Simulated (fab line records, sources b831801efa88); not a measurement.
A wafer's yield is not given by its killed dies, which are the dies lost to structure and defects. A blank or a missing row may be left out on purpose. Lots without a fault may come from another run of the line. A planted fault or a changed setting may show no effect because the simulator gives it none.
What tool caused it? -- flow sky130 -- 11 lots with 33 wafers sampled at 6 steps, on a route of 708 steps

WHAT THE GAUGES SHOWED, per wafer
SKY_SPACER_THK_MEAS_01. Usual: for SPACER_CVD_00_THK the level is 43.1 nm and the standard deviation is 0.46.
lot,measured,on,SPACER_CVD_00_THK (nm),flag
L594,day 23 01:07,filmMetro-04,43.7 43.5 44.1,
L599,day 25 09:37,filmMetro-04,35.4 35.4 35.5,OFF
L600,day 25 16:16,filmMetro-03,35.5 35.4 35.0,OFF
L601,day 26 01:13,filmMetro-02,35.2 34.9 35.0,OFF
L608,day 28 20:09,filmMetro-02,44.2 44.4 43.8,
L609,day 29 00:04,filmMetro-03,43.0 43.2 43.0,
L611,day 29 09:37,filmMetro-04,43.1 43.2 42.6,
L614,day 30 04:31,filmMetro-02,42.6 43.0 42.8,
L613,day 30 06:46,filmMetro-02,43.4 43.1 42.9,
L615,day 30 10:23,filmMetro-02,42.6 42.8 42.9,
L616,day 31 09:44,filmMetro-03,42.4 42.7 42.3,

SKY_LOCAL_INTERCONNECT_CD_MEAS_11 targets a cd of 170 nm. Usual: cdNm at 170.2 nm, with a standard deviation of 1.5.
lot,measured,on,cdNm (nm),flag
L594,day 30 11:08,cdSem-01,170.9 171.9 169.6,
L599,day 32 16:26,cdSem-02,168.9 169.9 169.5,
L600,day 32 20:19,cdSem-02,171.9 171.0 169.5,
L601,day 33 05:06,cdSem-01,172.5 172.6 173.7,
L608,day 35 19:42,cdSem-02,170.0 171.3 170.5,
L609,day 35 22:41,cdSem-02,168.8 168.2 168.7,
L611,day 36 07:43,cdSem-02,168.5 168.2 168.8,
L614,day 36 23:31,cdSem-02,172.3 172.5 173.3,
L613,day 37 04:24,cdSem-01,172.0 170.8 171.6,
L615,day 37 06:57,cdSem-02,167.3 166.3 166.4,
L616,day 38 03:12,cdSem-02,171.5 170.4 171.6,

SKY_VIA1_CD_MEAS_12 targets a cd of 150 nm. Usual: cdNm at 150.2 nm, with a standard deviation of 1.7.
lot,measured,on,cdNm (nm),flag
L594,day 34 00:51,cdSem-01,148.9 150.8 148.7,
L599,day 36 06:16,cdSem-02,149.7 150.2 149.4,
L600,day 36 09:09,cdSem-02,150.9 150.4 152.2,
L601,day 36 17:42,cdSem-02,150.8 150.4 150.2,
L608,day 39 03:42,cdSem-01,152.1 151.7 150.6,
L609,day 39 09:00,cdSem-02,150.4 150.9 152.2,
L611,day 39 16:32,cdSem-02,147.3 147.1 147.5,
L614,day 40 05:25,cdSem-01,151.2 152.3 151.5,
L613,day 40 11:27,cdSem-01,153.5 151.7 152.0,
L615,day 40 14:46,cdSem-01,150.2 151.6 150.9,
L616,day 41 10:03,cdSem-01,151.3 150.3 151.1,

WHICH TOOL RAN EACH LOT (tool, then ch and the chambers of the sampled wafers, then the start)
lot,SKY_SPACER_CVD_00,SKY_SPACER_ETCHBACK_02,SKY_VIA1_SOFTBAKE_08
L594,"lpcvd-02 ch 0, day 22 23:55","rieDiel-01 ch 1,3, day 23 01:10","lithoTrack-03 ch 0, day 34 00:51 or earlier"
L599,"lpcvd-02 ch 0, day 25 08:23","rieDiel-03 ch 0,1,2, day 25 09:40","lithoTrack-04 ch 0, day 36 06:16 or earlier"
L600,"lpcvd-02 ch 1, day 25 15:04","rieDiel-01 ch 1,2, day 25 16:19","lithoTrack-04 ch 0, day 36 09:09 or earlier"
L601,"lpcvd-02 ch 1, day 26 00:01","rieDiel-04 ch 0,2, day 26 01:17","lithoTrack-04 ch 0, day 36 17:42 or earlier"
L608,"lpcvd-02 ch 0, day 28 18:57","rieDiel-04 ch 0,1, day 28 20:13","lithoTrack-02 ch 0, day 39 03:42 or earlier"
L609,"lpcvd-02 ch 1, day 28 22:50","rieDiel-01 ch 0,1, day 29 00:07","lithoTrack-02 ch 0, day 39 09:00 or earlier"
L611,"lpcvd-02 ch 1, day 29 07:47","rieDiel-03 ch 0,1, day 29 09:40","lithoTrack-04 ch 0, day 39 16:32 or earlier"
L614,"lpcvd-02 ch 1, day 30 03:19","rieDiel-04 ch 0,2,3, day 30 04:34","lithoTrack-04 ch 0, day 40 05:25 or earlier"
L613,"lpcvd-02 ch 1, day 30 05:34","rieDiel-04 ch 1,2, day 30 06:50","lithoTrack-02 ch 0, day 40 11:27 or earlier"
L615,"lpcvd-02 ch 0, day 30 09:11","rieDiel-04 ch 1,2, day 30 10:26","lithoTrack-03 ch 0, day 40 14:46 or earlier"
L616,"lpcvd-02 ch 0, day 31 08:31","rieDiel-04 ch 0,1,3, day 31 09:47","lithoTrack-02 ch 0, day 41 10:03 or earlier"
- SKY_SPACER_CVD_00: deposits Si3N4 from DCS/NH3, target thk 43.1 nm, time 740 s.
- SKY_SPACER_ETCHBACK_02: etches Si3N4 in CH3F/O2, stops on SiO2, time 46.7 s, target depth 45 nm.
- SKY_VIA1_SOFTBAKE_08: time 91.68 s.

AS READ BY THE TOOLS THEMSELVES (means over the sampled wafers that have a number; for cases with no such wafer, the mark the record gives instead)
SKY_SPACER_CVD_00. Usual: pressureMtorr 250.0 mTorr, standard deviation 0.56; spikeTcTopC 784.2 C, standard deviation 1.5; susceptorTempC 770.0 C, standard deviation 0.33.
lot,tool,pressureMtorr (mTorr),spikeTcTopC (C),susceptorTempC (C),flag
L594,lpcvd-02,250.1,786.5,770.2,
L599,lpcvd-02,125.6,786.1,769.9,OFF
L600,lpcvd-02,124.4,782.2,769.7,OFF
L601,lpcvd-02,125.0,783.1,770.2,OFF
L608,lpcvd-02,249.8,784.4,770.4,
L609,lpcvd-02,250.2,783.2,770.1,
L611,lpcvd-02,249.8,784.0,770.0,
L614,lpcvd-02,250.1,782.3,769.7,
L613,lpcvd-02,250.3,783.7,770.2,
L615,lpcvd-02,250.2,785.1,770.0,
L616,lpcvd-02,249.9,785.3,770.2,

SKY_SPACER_ETCHBACK_02. Usual: drypumpMotorCurrentA 5.8 A, standard deviation 0.37; oesProductAu 0.855 a.u., standard deviation 0.0075; throttleValvePct 10.562 %, standard deviation 0.0096.
lot,tool,drypumpMotorCurrentA (A),oesProductAu (a.u.),throttleValvePct (%),flag
L594,rieDiel-01,5.7,0.864,10.565,
L599,rieDiel-03,5.9,0.766,10.547,OFF
L600,rieDiel-01,5.9,0.771,10.554,OFF
L601,rieDiel-04,6.1,0.767,10.543,OFF
L608,rieDiel-04,6.0,0.868,10.563,
L609,rieDiel-01,5.7,0.855,10.560,
L611,rieDiel-03,5.6,0.851,10.562,
L614,rieDiel-04,5.9,0.854,10.568,
L613,rieDiel-04,5.7,0.852,10.559,
L615,rieDiel-04,5.6,0.851,10.554,
L616,rieDiel-04,5.8,0.846,10.561,

SKY_VIA1_SOFTBAKE_08. Usual: exhaustPa 45.1 Pa, standard deviation 0.77; plateSensorTCentreC 100.88 C, standard deviation 0.01; plateSensorTEdgeC 100.95 C, standard deviation 0.0094.
lot,tool,exhaustPa (Pa),plateSensorTCentreC (C),plateSensorTEdgeC (C),flag
L594,lithoTrack-03,45.0,100.88,100.96,
L599,lithoTrack-04,45.4,100.88,100.95,
L600,lithoTrack-04,45.0,100.89,100.96,
L601,lithoTrack-04,44.8,100.88,100.95,
L608,lithoTrack-02,45.0,100.88,100.95,
L609,lithoTrack-02,45.5,100.88,100.95,
L611,lithoTrack-04,43.9,100.87,100.95,
L614,lithoTrack-04,45.3,100.88,100.95,
L613,lithoTrack-02,45.2,100.88,100.95,
L615,lithoTrack-03,45.4,100.88,100.96,
L616,lithoTrack-02,44.9,100.87,100.96,

THE ANSWER, worked out from the rows above alone
Rule: lot off if the mean of its wafers having a number is beyond 3 standard deviations from the usual mean. A lot without any number at a reading at which 4 lots or more have one is off too. Any other lot the step has rows for is counted as sound. First the gauges in route order, then the tools' own readings, where a lot's mean is used as printed above. The first step at which some lot is off is used, and at that step the reading that is off furthest; a lot without a number counts as furthest.
Off: L599, L600, L601, at SKY_SPACER_THK_MEAS_01 (SPACER_CVD_00_THK).
If a tool, at a process step before that reading, ran all the lots that are off and no sound lot after the first of them, it fits. The gauges at SKY_SPACER_THK_MEAS_01 aren't tried: what is off there is off at SKY_SPACER_CVD_00 too, on other tools, and a gauge's error can't cause that. No candidate that was tried fits.

WHAT THE SIMULATOR HAD PUT IN
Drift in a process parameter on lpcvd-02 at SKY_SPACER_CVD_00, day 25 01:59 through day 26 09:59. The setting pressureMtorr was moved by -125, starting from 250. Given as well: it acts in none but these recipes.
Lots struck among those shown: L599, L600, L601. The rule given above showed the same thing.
